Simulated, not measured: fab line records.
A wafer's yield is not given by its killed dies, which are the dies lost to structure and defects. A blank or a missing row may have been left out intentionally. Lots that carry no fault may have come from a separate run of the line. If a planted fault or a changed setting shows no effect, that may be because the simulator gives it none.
Comparing a struck lot with a sound one ; flow gf180mcu ; 15 steps out of a route of 602
Sound: these wafers, L571.2, L571.4, L571.5. Struck: wafer L581.3 (L581.1, L581.6, from the same lot, were not struck and are left out); the cause is given at the end.
Per side, at each step with rows, come the tool, then ch with its chambers, and then its first start. Under that, the readings that differ: sound wafers ; struck wafers ; difference of the means ; sigmas: that difference in standard deviations of wafers without a fault.
alike: a reading whose means differ by less than 2 such deviations, as well as words and numbers matching on both sides. not compared: withheld readings; readings where some wafer has no value; bounds like >300 that might hide an equal value; numbers whose values overlap and for which the record gives no deviation.
A row with sigmas, a row that says differs or no value, or rows on one side alone: a step with any of these is where the two part. When numbers do not overlap yet have no deviation, they are printed without sigmas and do not part them. A reading that every wafer of one side lacks parts them only if that side has two wafers or more.

first, 6 steps without rows for these wafers: GF_V3_ETCH_16 (etches BARC in N2/H2); GF_V3_ETCH_17 (etches SiO2 in C4F8/O2/Ar, stops on TiN, target depth 635 nm); GF_V3_STRIP_18 (strips in O2/N2); GF_V3_STRIP_19 (strips in post etch residue remover, time 1200 s); GF_V3_CLEAN_20 (cleans in DIW); GF_V3_SPUTTER_21 (material Ti, target thk 15 nm, time 80.02 s).
GF_V3_SPUTTER_22: material TiN, target thk 10 nm, time 40 s.
  sound on pvd_sputter-02, day 22 13:32; struck on pvd_sputter-02, day 26 07:54
  alike: throttle_valve_pct
GF_V3_CVD_23: deposits W, target thk 350 nm, time 104.9 s.
  sound on cvd_w-02 ch 0,1, day 22 13:35; struck on cvd_w-02 ch 0, day 26 07:56
  alike: heater_power_w
GF_V3_RS_MEAS_24: a four-point-probe measurement.
  sound on film_metro-04, day 22 13:43; struck on film_metro-01, day 26 08:03
  alike: V3_W_RS
GF_V3_THK_MEAS_25: measures by xrf.
  sound on film_metro-04, day 22 13:49; struck on film_metro-01, day 26 08:10
  alike: V3_W_THK
GF_V3_CMP_26: polishes, stops on SiO2, t overpolish 15 s, target thk 0 nm.
  sound on cmp-01 ch 0,1, day 22 13:52; struck on cmp-02 ch 2, day 26 08:17
reading;sound;struck;difference;sigmas
time_to_endpoint_s (s);90 86 87;78;-10;-2
  alike: motor_current_A, overpolish_run_s, retaining_ring_pressure_frac
GF_M4_SPUTTER_00: material Ti, target thk 37.5 nm, time 150 s.
  sound on pvd_sputter-04, day 22 14:10; struck on pvd_sputter-04, day 26 08:32
  alike: throttle_valve_pct
GF_M4_SPUTTER_01: material TiN, target thk 30 nm, time 25 s.
  sound on pvd_sputter-04, day 22 14:16; struck on pvd_sputter-04, day 26 08:38
reading;sound;struck;difference;sigmas
model.TiN_of_M4_SPUTTER_01.thk_nm (nm);29.41 29.54 29.54;33.63;+4.13;
  alike: throttle_valve_pct
GF_M4_SPUTTER_02: material AlCu, target thk 450 nm, time 23.9 s.
  sound on pvd_sputter-04, day 22 14:18; struck on pvd_sputter-04, day 26 08:40
  alike: throttle_valve_pct
-- the record jumps here: 6 days lie between the struck wafers' starts before and after (it left off in module M4 and takes up again in module PASSIVATION, whose first step shown is number 602 of the route) --
GF_PASSIVATION_PROBE_99:
  the record has rows for the struck wafers here (prober-02, day 32 06:55) and none for the sound ones

## WHERE THEY PART
Last at GF_PASSIVATION_PROBE_99 as far as this record goes, first at GF_V3_CMP_26.

WHY: what had been put in by the simulator
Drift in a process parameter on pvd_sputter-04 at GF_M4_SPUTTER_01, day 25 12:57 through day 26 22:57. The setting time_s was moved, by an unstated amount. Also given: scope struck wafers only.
